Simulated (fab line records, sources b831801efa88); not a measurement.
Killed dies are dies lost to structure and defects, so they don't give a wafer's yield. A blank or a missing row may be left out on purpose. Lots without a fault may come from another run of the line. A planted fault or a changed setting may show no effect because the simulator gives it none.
Which tool did it? | flow sky130 | 11 lots, 33 wafers sampled, at 4 steps of a route of 708

WHAT THE GAUGES READ, wafer by wafer
SKY_PASSIVATION_THK_MEAS_03. Usual: PASSIVATION_CVD_02_THK 543 nm, standard deviation 7.9.
lot  | measured     | on            | PASSIVATION_CVD_02_THK (nm) | flag
L772 | day 44 23:16 | film_metro-04 | 538 540 543                 |
L775 | day 46 00:02 | film_metro-04 | 525 538 538                 |
L776 | day 46 06:57 | film_metro-03 | 537 552 551                 |
L777 | day 46 13:11 | film_metro-02 | 537 532 537                 |
L782 | day 47 16:40 | film_metro-04 | 595 591 603                 | OFF
L783 | day 47 23:27 | film_metro-03 | 586 610 600                 | OFF
L786 | day 48 12:47 | film_metro-02 | 537 548 548                 |
L791 | day 49 16:26 | film_metro-03 | 537 542 551                 |
L790 | day 49 20:04 | film_metro-02 | 550 551 545                 |
L792 | day 49 21:31 | film_metro-04 | 549 548 538                 |
L793 | day 49 22:23 | film_metro-02 | 539 551 536                 |

WHICH TOOL RAN EACH LOT (tool, then ch and the chambers of the sampled wafers, then the start)
lot  | SKY_METAL4_DESCUM_15              | SKY_VIA4_CMP_21               | SKY_PASSIVATION_CVD_02
L772 | rie_metal-02 ch 0,1, day 42 21:06 | cmp-02 ch 0,1,3, day 43 23:22 | pecvd-01 ch 1,2, day 44 23:02
L775 | rie_metal-01 ch 0,1, day 43 23:18 | cmp-02 ch 0,1,2, day 45 00:24 | pecvd-02 ch 0,1, day 45 23:49
L776 | rie_metal-03 ch 0,1, day 44 07:38 | cmp-02 ch 0,1,3, day 45 07:27 | pecvd-04 ch 0,1, day 46 06:37
L777 | rie_metal-02 ch 0,1, day 44 13:41 | cmp-02 ch 1,2,3, day 45 13:56 | pecvd-02 ch 0,1,2, day 46 12:56
L782 | rie_metal-02 ch 0,1, day 45 19:35 | cmp-02 ch 0,2,3, day 46 19:24 | pecvd-01 ch 0,2, day 47 16:26
L783 | rie_metal-01 ch 1, day 46 02:32   | cmp-02 ch 0,2, day 47 02:00   | pecvd-01 ch 0,1,2, day 47 23:13
L786 | rie_metal-03 ch 0,1, day 46 16:53 | cmp-01 ch 0,2,3, day 47 15:41 | pecvd-04 ch 0,2, day 48 12:33
L791 | rie_metal-02 ch 0,1, day 47 22:27 | cmp-02 ch 0,1,3, day 48 20:29 | pecvd-04 ch 0,2, day 49 16:13
L790 | rie_metal-03 ch 0,1, day 48 02:07 | cmp-01 ch 0,3, day 49 00:31   | pecvd-04 ch 0,1,2, day 49 19:49
L792 | rie_metal-01 ch 0,1, day 48 04:23 | cmp-01 ch 1,2, day 49 01:41   | pecvd-04 ch 0,1,2, day 49 21:23
L793 | rie_metal-03 ch 1, day 48 05:14   | cmp-01 ch 1,2, day 49 02:44   | pecvd-04 ch 1,2, day 49 22:09
- SKY_METAL4_DESCUM_15: chemistry O2, time 8 s.
- SKY_VIA4_CMP_21: polishes, stops on SiO2, t overpolish 25 s, target thk 0 nm.
- SKY_PASSIVATION_CVD_02: deposits Si3N4, target thk 540 nm.

WHAT THE TOOLS THEMSELVES READ (means of the sampled wafers that have a number; where no wafer has one, the mark that the record gives instead)
SKY_METAL4_DESCUM_15. Usual: drypump_motor_current_A 6.01 A, standard deviation 0.26; oes_product_au 0.987 a.u., standard deviation 0.02.
lot  | tool         | drypump_motor_current_A (A) | oes_product_au (a.u.) | flag
L772 | rie_metal-02 | 5.85                        | 0.959                 |
L775 | rie_metal-01 | 6.25                        | 0.990                 |
L776 | rie_metal-03 | 5.92                        | 0.982                 |
L777 | rie_metal-02 | 5.98                        | 0.977                 |
L782 | rie_metal-02 | 5.85                        | 0.967                 |
L783 | rie_metal-01 | 6.43                        | 1.009                 |
L786 | rie_metal-03 | 5.92                        | 0.978                 |
L791 | rie_metal-02 | 5.96                        | 0.988                 |
L790 | rie_metal-03 | 5.91                        | 0.986                 |
L792 | rie_metal-01 | 6.34                        | 1.013                 |
L793 | rie_metal-03 | 5.72                        | 0.990                 |

SKY_VIA4_CMP_21. Usual: motor_current_A 11.0 A, standard deviation 0.92; overpolish_run_s 25.000 s, standard deviation 0.0093; retaining_ring_pressure_frac 1.000, standard deviation 0.0051; time_to_endpoint_s 121 s, standard deviation 5.3.
lot  | tool   | motor_current_A (A) | overpolish_run_s (s) | retaining_ring_pressure_frac | time_to_endpoint_s (s) | flag
L772 | cmp-02 | 10.6                | 25.003               | 1.003                        | 127                    |
L775 | cmp-02 | 10.6                | 24.997               | 1.000                        | 123                    |
L776 | cmp-02 | 10.7                | 25.002               | 1.001                        | 134                    |
L777 | cmp-02 | 10.7                | 24.987               | 0.998                        | 128                    |
L782 | cmp-02 | 10.2                | 25.008               | 0.995                        | 118                    |
L783 | cmp-02 | 10.4                | 25.000               | 0.999                        | 119                    |
L786 | cmp-01 | 11.5                | 24.986               | 0.993                        | 118                    |
L791 | cmp-02 | 10.7                | 25.000               | 0.997                        | 122                    |
L790 | cmp-01 | 11.8                | 24.995               | 0.994                        | 125                    |
L792 | cmp-01 | 11.1                | 25.003               | 1.004                        | 121                    |
L793 | cmp-01 | 10.5                | 24.995               | 1.001                        | 126                    |

SKY_PASSIVATION_CVD_02. Usual: heater_power_w 734 W, standard deviation 90; rf_fwd_power_W 449.1 W, standard deviation 1.4.
lot  | tool     | heater_power_w (W) | rf_fwd_power_W (W) | flag
L772 | pecvd-01 | 705                | 448.3              |
L775 | pecvd-02 | 793                | 449.4              |
L776 | pecvd-04 | 754                | 450.5              |
L777 | pecvd-02 | 757                | 449.1              |
L782 | pecvd-01 | 636                | 628.8              | OFF
L783 | pecvd-01 | 651                | 628.1              | OFF
L786 | pecvd-04 | 764                | 448.6              |
L791 | pecvd-04 | 742                | 448.7              |
L790 | pecvd-04 | 712                | 447.3              |
L792 | pecvd-04 | 772                | 448.4              |
L793 | pecvd-04 | 673                | 450.1              |

THE ANSWER, worked out from the rows above alone
Rule: a lot is off if the mean of its wafers that have a number lies more than 3 standard deviations from the usual mean. A lot without any number at a reading at which 4 lots or more have one is off too. The other lots that the step has rows for count as sound. The gauges are gone through in route order, then the tools' own readings, and for those a lot's mean is taken as printed above. The first step at which some lot is off is used, and at that step the reading that is off furthest; a lot without a number counts as furthest.
Off: L782, L783, at SKY_PASSIVATION_THK_MEAS_03 (PASSIVATION_CVD_02_THK).
A tool fits if, at a process step before that reading, it ran every lot that is off, and no sound lot after the first of them. The gauges at SKY_PASSIVATION_THK_MEAS_03 aren't tried: what is off there is off at SKY_PASSIVATION_CVD_02 too, on other tools, and a gauge's error can't cause that. One fits: pecvd-01 at SKY_PASSIVATION_CVD_02. Its last sound lot is L772 (day 44 23:02), its first lot that is off L782 (day 47 16:26): a fault that began between those two fits.
The tool's own readings at SKY_PASSIVATION_CVD_02 bear it out: on the lots that are off they differ by more than 5 times the standard deviation of the sound lots' means. rf_fwd_power_W reads 628.5 W there against 448.9 W on the sound lots.

WHAT THE SIMULATOR HAD PUT IN
Process parameter drift: pecvd-01, from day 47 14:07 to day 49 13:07, at SKY_PASSIVATION_CVD_02. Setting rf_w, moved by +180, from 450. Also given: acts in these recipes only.
Lots struck among those shown: L782, L783. The rule above found the same.
